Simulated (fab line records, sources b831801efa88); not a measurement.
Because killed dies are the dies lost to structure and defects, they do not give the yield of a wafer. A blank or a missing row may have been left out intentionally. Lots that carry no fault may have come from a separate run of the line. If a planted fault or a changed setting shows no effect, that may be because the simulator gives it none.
The tool behind it: which one? :: flow sky130 :: 14 lots, 42 wafers sampled, at 3 steps of a route of 708

## WHAT EACH GAUGE READ, for each wafer
SKY_VIA1_RS_MEAS_22: uses a four-point probe to measure.
lot: L454
measured: day 33 08:38
on: filmMetro-01
VIA1_W_RS (ohm/sq): 0.432 0.436 0.435

lot: L455
measured: day 33 18:03
on: filmMetro-03
VIA1_W_RS (ohm/sq): 0.424 0.427 0.423

lot: L456
measured: day 34 06:57
on: filmMetro-01
VIA1_W_RS (ohm/sq): 0.433 0.429 0.425

lot: L458
measured: day 34 22:05
on: filmMetro-01
VIA1_W_RS (ohm/sq): 0.427 0.425 0.429

lot: L459
measured: day 35 03:27
on: filmMetro-03
VIA1_W_RS (ohm/sq): 0.431 0.430 0.432

lot: L460
measured: day 35 18:19
on: filmMetro-01
VIA1_W_RS (ohm/sq): 0.433 0.432 0.435

lot: L461
measured: day 35 23:25
on: filmMetro-01
VIA1_W_RS (ohm/sq): 0.432 0.433 0.434

lot: L462
measured: day 36 11:34
on: filmMetro-02
VIA1_W_RS (ohm/sq): 0.427 0.434 0.429

lot: L469
measured: day 38 20:15
on: filmMetro-01
VIA1_W_RS (ohm/sq): 0.424 0.427 0.428

lot: L470
measured: day 39 04:43
on: filmMetro-03
VIA1_W_RS (ohm/sq): 0.384 0.429 0.418

lot: L471
measured: day 39 10:38
on: filmMetro-03
VIA1_W_RS (ohm/sq): 0.396 0.392 0.425

lot: L472
measured: day 39 17:38
on: filmMetro-03
VIA1_W_RS (ohm/sq): 0.431 0.433 0.429

lot: L473
measured: day 39 19:04
on: filmMetro-03
VIA1_W_RS (ohm/sq): 0.388 0.423 0.388

lot: L477
measured: day 40 13:56
on: filmMetro-02
VIA1_W_RS (ohm/sq): 0.436 0.436 0.439

SKY_VIA1_THK_MEAS_23: measures by xrf.
lot: L454
measured: day 33 08:43
on: filmMetro-01
VIA1_W_THK (nm): 261.1 259.6 260.1

lot: L455
measured: day 33 18:09
on: filmMetro-03
VIA1_W_THK (nm): 264.3 263.4 265.2

lot: L456
measured: day 34 07:03
on: filmMetro-01
VIA1_W_THK (nm): 261.3 261.3 265.8

lot: L458
measured: day 34 22:11
on: filmMetro-01
VIA1_W_THK (nm): 263.8 265.5 262.6

lot: L459
measured: day 35 03:34
on: filmMetro-03
VIA1_W_THK (nm): 263.2 262.7 263.9

lot: L460
measured: day 35 18:26
on: filmMetro-01
VIA1_W_THK (nm): 265.8 264.3 262.0

lot: L461
measured: day 35 23:31
on: filmMetro-01
VIA1_W_THK (nm): 266.6 262.9 262.5

lot: L462
measured: day 36 11:40
on: filmMetro-02
VIA1_W_THK (nm): 264.6 260.5 263.9

lot: L469
measured: day 38 20:22
on: filmMetro-01
VIA1_W_THK (nm): 266.9 266.2 265.5

lot: L470
measured: day 39 04:50
on: filmMetro-03
VIA1_W_THK (nm): 293.7 266.3 270.0

lot: L471
measured: day 39 10:45
on: filmMetro-03
VIA1_W_THK (nm): 286.8 289.0 266.2

lot: L472
measured: day 39 17:44
on: filmMetro-03
VIA1_W_THK (nm): 263.1 260.0 262.4

lot: L473
measured: day 39 19:10
on: filmMetro-03
VIA1_W_THK (nm): 291.3 267.6 291.4

lot: L477
measured: day 40 14:03
on: filmMetro-02
VIA1_W_THK (nm): 260.5 259.6 260.6

## WHAT TOOL EACH LOT RAN ON (gives the tool, then ch and the chambers of the sampled wafers, and finally the start)
lot: L454
SKY_VIA1_CVD_21: cvdW-01 ch 0,1, day 33 08:31

lot: L455
SKY_VIA1_CVD_21: cvdW-01 ch 0,1, day 33 17:57

lot: L456
SKY_VIA1_CVD_21: cvdW-02 ch 0,1, day 34 06:51

lot: L458
SKY_VIA1_CVD_21: cvdW-01 ch 0,1, day 34 21:58

lot: L459
SKY_VIA1_CVD_21: cvdW-02 ch 0,1, day 35 03:22

lot: L460
SKY_VIA1_CVD_21: cvdW-02 ch 0,1, day 35 18:13

lot: L461
SKY_VIA1_CVD_21: cvdW-01 ch 0,1, day 35 23:18

lot: L462
SKY_VIA1_CVD_21: cvdW-01 ch 0,1, day 36 11:28

lot: L469
SKY_VIA1_CVD_21: cvdW-01 ch 0,1, day 38 20:09

lot: L470
SKY_VIA1_CVD_21: cvdW-01 ch 0,1, day 39 04:38

lot: L471
SKY_VIA1_CVD_21: cvdW-01 ch 0,1, day 39 10:32

lot: L472
SKY_VIA1_CVD_21: cvdW-02 ch 0,1, day 39 17:31

lot: L473
SKY_VIA1_CVD_21: cvdW-01 ch 0,1, day 39 18:58

lot: L477
SKY_VIA1_CVD_21: cvdW-02 ch 1, day 40 13:50
- SKY_VIA1_CVD_21: deposits W, target thk 270 nm, time 80.902 s.

## WHAT THE TOOLS THEMSELVES READ (means of the sampled wafers that have a number; where no wafer has one, the mark that the record gives instead)
SKY_VIA1_CVD_21.
lot: L454
tool: cvdW-01
chamberPressureTorr (Torr): 39.90
heaterPowerW (W): 777

lot: L455
tool: cvdW-01
chamberPressureTorr (Torr): 39.97
heaterPowerW (W): 764

lot: L456
tool: cvdW-02
chamberPressureTorr (Torr): 39.96
heaterPowerW (W): 899

lot: L458
tool: cvdW-01
chamberPressureTorr (Torr): 39.99
heaterPowerW (W): 784

lot: L459
tool: cvdW-02
chamberPressureTorr (Torr): 39.98
heaterPowerW (W): 896

lot: L460
tool: cvdW-02
chamberPressureTorr (Torr): 39.98
heaterPowerW (W): 895

lot: L461
tool: cvdW-01
chamberPressureTorr (Torr): 39.89
heaterPowerW (W): 789

lot: L462
tool: cvdW-01
chamberPressureTorr (Torr): 40.06
heaterPowerW (W): 790

lot: L469
tool: cvdW-01
chamberPressureTorr (Torr): 40.00
heaterPowerW (W): 786

lot: L470
tool: cvdW-01
chamberPressureTorr (Torr): 42.58
heaterPowerW (W): 763

lot: L471
tool: cvdW-01
chamberPressureTorr (Torr): 44.99
heaterPowerW (W): 780

lot: L472
tool: cvdW-02
chamberPressureTorr (Torr): 39.95
heaterPowerW (W): 871

lot: L473
tool: cvdW-01
chamberPressureTorr (Torr): 45.09
heaterPowerW (W): 797

lot: L477
tool: cvdW-02
chamberPressureTorr (Torr): 40.09
heaterPowerW (W): 825

## THE ANSWER, worked out from the rows above alone
Rule: what is usual is taken from the lots themselves. Put in order of their means at a reading, lots are off if they are a third of the lots or fewer, leave a main group of 4 or more, and stand apart from it by a gap of 3 or more times the standard deviation of the main group's means; of several such gaps the widest counts. If all means in a main group match to the digits the tables above print for the reading, that group is not used. A lot without any number at a reading at which 4 lots or more have one is off too. Any other lot the step has rows for is counted as sound. After the gauges, taken in route order, come the tools' own readings; for these a lot's mean is taken, as printed above. At the first step where some lot is off, the reading lying furthest off is the one used; lots without a number count as furthest.
Off: L470, L471, L473, at SKY_VIA1_RS_MEAS_22 (VIA1_W_RS). Main group: mean 0.431 ohm/sq, sd 0.0035.
A tool fits if, at a process step before that reading, it ran every lot that is off, and no sound lot after the first of them. Not tried: the gauges at SKY_VIA1_RS_MEAS_22; whatever is off there is also off at SKY_VIA1_CVD_21, on other tools, and gauge error can't account for it. One candidate fits, namely cvdW-01 at SKY_VIA1_CVD_21. Its last sound lot is L469 (day 38 20:09), its first lot that is off L470 (day 39 04:38): a fault that began between those two fits.
On the lots that are off, the tool's own readings at SKY_VIA1_CVD_21 differ by more than 5 times the standard deviation of the sound lots' means, which bears it out; chamberPressureTorr reads 44.22 Torr there versus 39.98 Torr on the sound lots.

## WHAT WAS PUT IN BY THE SIMULATOR
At SKY_VIA1_CVD_21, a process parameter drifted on cvdW-01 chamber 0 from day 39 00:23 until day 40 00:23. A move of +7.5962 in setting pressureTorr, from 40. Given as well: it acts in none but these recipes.
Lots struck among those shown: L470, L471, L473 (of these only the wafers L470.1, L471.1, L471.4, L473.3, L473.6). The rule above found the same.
